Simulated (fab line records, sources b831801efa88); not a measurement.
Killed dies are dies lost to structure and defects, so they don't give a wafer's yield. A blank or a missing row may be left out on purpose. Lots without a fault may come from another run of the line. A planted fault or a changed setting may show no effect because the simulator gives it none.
Which tool did it? | flow sky130 | 24 lots, 72 wafers sampled, at 5 steps of a route of 708

WHAT THE GAUGES READ, wafer by wafer
SKY_METAL1_RS_MEAS_05: measures by four-point-probe. Usual: METAL1_ALCU_RS 0.1266 ohm/sq, standard deviation 0.0016.
lot  | measured     | on            | METAL1_ALCU_RS (ohm/sq) | flag
L074 | day 31 13:56 | film_metro-02 | 0.1288 0.1267 0.1272    |
L075 | day 31 17:38 | film_metro-04 | 0.1259 0.1267 0.1253    |
L076 | day 31 22:47 | film_metro-04 | 0.1269 0.1264 0.1261    |
L077 | day 32 16:16 | film_metro-02 | 0.1256 0.1265 0.1260    |
L078 | day 32 17:11 | film_metro-03 | 0.1281 0.1254 0.1270    |
L079 | day 33 09:30 | film_metro-02 | 0.1284 0.1282 0.1259    |
L080 | day 33 22:39 | film_metro-02 | 0.1270 0.1257 0.1257    |
L081 | day 34 02:16 | film_metro-03 | 0.1258 0.1255 0.1242    |
L082 | day 34 10:50 | film_metro-04 | 0.1269 0.1233 0.1272    |
L084 | day 34 23:29 | film_metro-04 | 0.1278 0.1246 0.1222    |
L083 | day 34 23:52 | film_metro-04 | 0.1267 0.1240 0.1243    |
L085 | day 35 08:19 | film_metro-04 | 0.1268 0.1278 0.1263    |
L086 | day 35 12:56 | film_metro-04 | 0.1278 0.1264 0.1277    |
L087 | day 36 04:19 | film_metro-04 | 0.1246 0.1273 0.1244    |
L088 | day 36 08:11 | film_metro-02 | 0.1270 0.1296 0.1237    |
L089 | day 37 00:49 | film_metro-03 | 0.1252 0.1279 0.1273    |
L090 | day 37 04:25 | film_metro-02 | 0.1256 0.1277 0.1266    |
L091 | day 37 09:31 | film_metro-03 | 0.1257 0.1263 0.1284    |
L092 | day 37 12:59 | film_metro-03 | 0.1268 0.1262 0.1262    |
L093 | day 37 23:04 | film_metro-04 | 0.1308 0.1268 0.1296    |
L095 | day 38 03:26 | film_metro-02 | 0.1256 0.1259 0.1254    |
L094 | day 38 08:52 | film_metro-02 | 0.1269 0.1279 0.1279    |
L096 | day 38 11:46 | film_metro-04 | 0.1272 0.1240 0.1249    |
L097 | day 39 07:47 | film_metro-04 | 0.1261 0.1262 0.1270    |

SKY_VIA3_BOW_MEAS_03. Usual: VIA3_BOW 80 um, standard deviation 8.7.
lot  | measured     | on            | VIA3_BOW (um) | flag
L074 | day 38 13:56 | film_metro-04 | 81 80 90      |
L075 | day 38 15:45 | film_metro-04 | 85 82 80      |
L076 | day 38 20:51 | film_metro-04 | 72 92 96      |
L077 | day 39 14:47 | film_metro-02 | 76 88 86      |
L078 | day 39 15:17 | film_metro-02 | 86 82 91      |
L079 | day 40 06:00 | film_metro-02 | 73 82 79      |
L080 | day 40 18:38 | film_metro-02 | 66 62 65      |
L081 | day 40 19:44 | film_metro-04 | 86 79 78      |
L082 | day 41 03:40 | film_metro-04 | 67 84 85      |
L084 | day 41 15:51 | film_metro-04 | 80 85 84      |
L083 | day 41 15:18 | film_metro-04 | 72 88 82      |
L085 | day 42 00:55 | film_metro-04 | 78 76 70      |
L086 | day 42 01:23 | film_metro-04 | 76 75 66      |
L087 | day 42 20:55 | film_metro-04 | 81 82 80      |
L088 | day 42 21:14 | film_metro-01 | 75 74 79      |
L089 | day 43 09:59 | film_metro-02 | 96 80 91      |
L090 | day 43 16:16 | film_metro-01 | 75 64 76      |
L091 | day 43 20:23 | film_metro-02 | 88 91 80      |
L092 | day 43 23:40 | film_metro-02 | 81 72 75      |
L093 | day 44 06:09 | film_metro-01 | 81 82 90      |
L095 | day 44 08:43 | film_metro-01 | 81 71 72      |
L094 | day 44 15:02 | film_metro-01 | 91 94 103     |
L096 | day 44 19:27 | film_metro-04 | 85 87 71      |
L097 | day 45 11:13 | film_metro-02 | 77 74 66      |

SKY_VIA3_CD_MEAS_12: target cd 200 nm. Usual: cd_nm 199.3 nm, standard deviation 1.5.
lot  | measured     | on        | cd_nm (nm)        | flag
L074 | day 39 15:07 | cd_sem-02 | 198.0 198.3 198.1 |
L075 | day 39 16:24 | cd_sem-02 | 200.8 201.0 201.8 |
L076 | day 39 21:16 | cd_sem-02 | 198.5 196.7 197.9 |
L077 | day 40 15:27 | cd_sem-02 | 200.1 200.6 201.3 |
L078 | day 40 15:52 | cd_sem-02 | 200.3 199.7 202.2 |
L079 | day 41 05:25 | cd_sem-02 | 198.0 198.4 199.5 |
L080 | day 41 18:40 | cd_sem-01 | 200.3 201.5 201.9 |
L081 | day 41 20:04 | cd_sem-01 | 196.6 197.3 197.0 |
L082 | day 42 02:45 | cd_sem-01 | 197.2 198.1 196.4 |
L084 | day 42 15:54 | cd_sem-02 | 202.1 199.5 199.8 |
L083 | day 42 15:17 | cd_sem-01 | 198.8 200.8 197.9 |
L085 | day 42 23:48 | cd_sem-01 | 198.9 199.6 198.2 |
L086 | day 43 00:30 | cd_sem-02 | 199.9 198.4 198.6 |
L087 | day 43 19:55 | cd_sem-02 | 196.6 198.5 196.9 |
L088 | day 43 20:17 | cd_sem-01 | 198.5 199.0 199.9 |
L089 | day 44 07:55 | cd_sem-01 | 195.6 198.5 198.3 |
L090 | day 44 14:38 | cd_sem-01 | 200.1 200.2 200.8 |
L091 | day 44 18:35 | cd_sem-01 | 199.2 200.1 200.5 |
L092 | day 44 21:19 | cd_sem-01 | 198.3 199.1 198.7 |
L093 | day 45 04:09 | cd_sem-01 | 199.5 199.1 198.9 |
L095 | day 45 06:20 | cd_sem-02 | 197.1 198.4 198.3 |
L094 | day 45 12:21 | cd_sem-01 | 199.8 200.0 200.2 |
L096 | day 45 16:01 | cd_sem-02 | 200.7 201.2 201.7 |
L097 | day 46 07:57 | cd_sem-02 | 201.5 200.7 202.0 |

WHICH TOOL RAN EACH LOT (tool, then ch and the chambers of the sampled wafers, then the start)
lot  | SKY_VIA2_CMP_24               | SKY_METAL3_DESCUM_15
L074 | cmp-01 ch 0,1,3, day 36 07:55 | rie_metal-02 ch 0,1, day 38 12:21
L075 | cmp-01 ch 0,1, day 36 10:30   | rie_metal-02 ch 0,1, day 38 14:01
L076 | cmp-02 ch 0,1, day 36 15:48   | rie_metal-02 ch 1, day 38 19:24
L077 | cmp-01 ch 1,2,3, day 37 09:27 | rie_metal-03 ch 0,1, day 39 13:10
L078 | cmp-02 ch 0,2,3, day 37 09:58 | rie_metal-01 ch 1, day 39 13:40
L079 | cmp-01 ch 0,2,3, day 38 01:10 | rie_metal-01 ch 1, day 40 04:25
L080 | cmp-01 ch 0,3, day 38 13:49   | rie_metal-01 ch 0,1, day 40 16:43
L081 | cmp-02 ch 0,1, day 38 16:04   | rie_metal-02 ch 0,1, day 40 18:10
L082 | cmp-01 ch 0,2, day 39 00:32   | rie_metal-02 ch 0,1, day 41 02:12
L084 | cmp-02 ch 1,3, day 39 12:17   | rie_metal-03 ch 0,1, day 41 13:57
L083 | cmp-02 ch 1,2, day 39 11:47   | rie_metal-01 ch 0,1, day 41 13:37
L085 | cmp-01 ch 0,2, day 39 21:29   | rie_metal-03 ch 0,1, day 41 23:28
L086 | cmp-02 ch 0,2, day 39 23:28   | rie_metal-01 ch 0,1, day 41 23:49
L087 | cmp-01 ch 1,2, day 40 14:56   | rie_metal-03 ch 0, day 42 19:24
L088 | cmp-01 ch 1,3, day 40 18:15   | rie_metal-01 ch 0,1, day 42 19:46
L089 | cmp-02 ch 0,2,3, day 41 09:32 | rie_metal-03 ch 0,1, day 43 08:31
L090 | cmp-02 ch 1,2, day 41 15:18   | rie_metal-02 ch 0,1, day 43 14:47
L091 | cmp-02 ch 0,3, day 41 18:49   | rie_metal-03 ch 0,1, day 43 18:20
L092 | cmp-02 ch 2,3, day 41 21:37   | rie_metal-01 ch 0,1, day 43 21:21
L093 | cmp-02 ch 0,3, day 42 05:52   | rie_metal-03 ch 0,1, day 44 04:42
L095 | cmp-02 ch 0,1,3, day 42 09:19 | rie_metal-02 ch 0, day 44 07:08
L094 | cmp-02 ch 0,1,2, day 42 15:29 | rie_metal-02 ch 0,1, day 44 13:34
L096 | cmp-01 ch 0,2,3, day 42 19:46 | rie_metal-01 ch 0,1, day 44 18:00
L097 | cmp-02 ch 0,1,3, day 43 12:59 | rie_metal-01 ch 0,1, day 45 09:45
- SKY_VIA2_CMP_24: polishes, stops on SiO2, t overpolish 20 s, target thk 0 nm.
- SKY_METAL3_DESCUM_15: chemistry O2, time 8 s.

WHAT THE TOOLS THEMSELVES READ (means of the sampled wafers that have a number; where no wafer has one, the mark that the record gives instead)
SKY_VIA2_CMP_24. Usual: motor_current_A 10.5 A, standard deviation 0.86; overpolish_run_s 20.000 s, standard deviation 0.0087; time_to_endpoint_s 102 s, standard deviation 5.1.
lot  | tool   | motor_current_A (A) | overpolish_run_s (s) | time_to_endpoint_s (s) | flag
L074 | cmp-01 | 9.5                 | 19.999               | 106                    |
L075 | cmp-01 | 9.3                 | 20.000               | 104                    |
L076 | cmp-02 | 10.4                | 20.008               | 101                    |
L077 | cmp-01 | 10.2                | 20.003               | 111                    |
L078 | cmp-02 | 10.4                | 20.000               | 100                    |
L079 | cmp-01 | 10.7                | 19.999               | 99                     |
L080 | cmp-01 | 10.1                | 19.995               | 104                    |
L081 | cmp-02 | 10.4                | 20.008               | 94                     |
L082 | cmp-01 | 10.7                | 20.004               | 103                    |
L084 | cmp-02 | 11.0                | 19.997               | 100                    |
L083 | cmp-02 | 10.9                | 20.004               | 103                    |
L085 | cmp-01 | 11.1                | 19.992               | 102                    |
L086 | cmp-02 | 10.9                | 20.004               | 99                     |
L087 | cmp-01 | 10.5                | 20.003               | 108                    |
L088 | cmp-01 | 9.2                 | 19.998               | 111                    |
L089 | cmp-02 | 10.6                | 20.000               | 100                    |
L090 | cmp-02 | 11.3                | 19.999               | 98                     |
L091 | cmp-02 | 10.7                | 20.008               | 100                    |
L092 | cmp-02 | 11.3                | 20.010               | 99                     |
L093 | cmp-02 | 10.1                | 19.991               | 95                     |
L095 | cmp-02 | 10.5                | 19.989               | 96                     |
L094 | cmp-02 | 10.3                | 20.004               | 96                     |
L096 | cmp-01 | 10.8                | 19.999               | 105                    |
L097 | cmp-02 | 10.7                | 19.991               | 99                     |

SKY_METAL3_DESCUM_15. Usual: drypump_motor_current_A 5.6 A, standard deviation 0.37; oes_product_au 1.004 a.u., standard deviation 0.011.
lot  | tool         | drypump_motor_current_A (A) | oes_product_au (a.u.) | flag
L074 | rie_metal-02 | 5.7                         | 1.027                 |
L075 | rie_metal-02 | 5.6                         | 1.015                 |
L076 | rie_metal-02 | 5.7                         | 1.019                 |
L077 | rie_metal-03 | 5.6                         | 0.995                 |
L078 | rie_metal-01 | 6.0                         | 1.002                 |
L079 | rie_metal-01 | 6.0                         | 1.009                 |
L080 | rie_metal-01 | 5.6                         | 0.999                 |
L081 | rie_metal-02 | 5.7                         | 1.014                 |
L082 | rie_metal-02 | 5.6                         | 1.004                 |
L084 | rie_metal-03 | 5.7                         | 0.992                 |
L083 | rie_metal-01 | 5.3                         | 0.997                 |
L085 | rie_metal-03 | 5.6                         | 0.988                 |
L086 | rie_metal-01 | 5.6                         | 1.007                 |
L087 | rie_metal-03 | 5.9                         | 1.012                 |
L088 | rie_metal-01 | 5.2                         | 1.002                 |
L089 | rie_metal-03 | 5.8                         | 1.008                 |
L090 | rie_metal-02 | 5.6                         | 1.010                 |
L091 | rie_metal-03 | 5.7                         | 1.004                 |
L092 | rie_metal-01 | 5.3                         | 0.999                 |
L093 | rie_metal-03 | 5.6                         | 0.991                 |
L095 | rie_metal-02 | 5.5                         | 1.001                 |
L094 | rie_metal-02 | 5.7                         | 1.010                 |
L096 | rie_metal-01 | 5.6                         | 1.003                 |
L097 | rie_metal-01 | 5.3                         | 1.011                 |

THE ANSWER, worked out from the rows above alone
Rule: a lot is off if the mean of its wafers that have a number lies more than 3 standard deviations from the usual mean. A lot without any number at a reading at which 4 lots or more have one is off too. The other lots that the step has rows for count as sound. The gauges are gone through in route order, then the tools' own readings, and for those a lot's mean is taken as printed above. The first step at which some lot is off is used, and at that step the reading that is off furthest; a lot without a number counts as furthest.
No lot is off at any reading shown: from this, nothing can be told.

WHAT THE SIMULATOR HAD PUT IN
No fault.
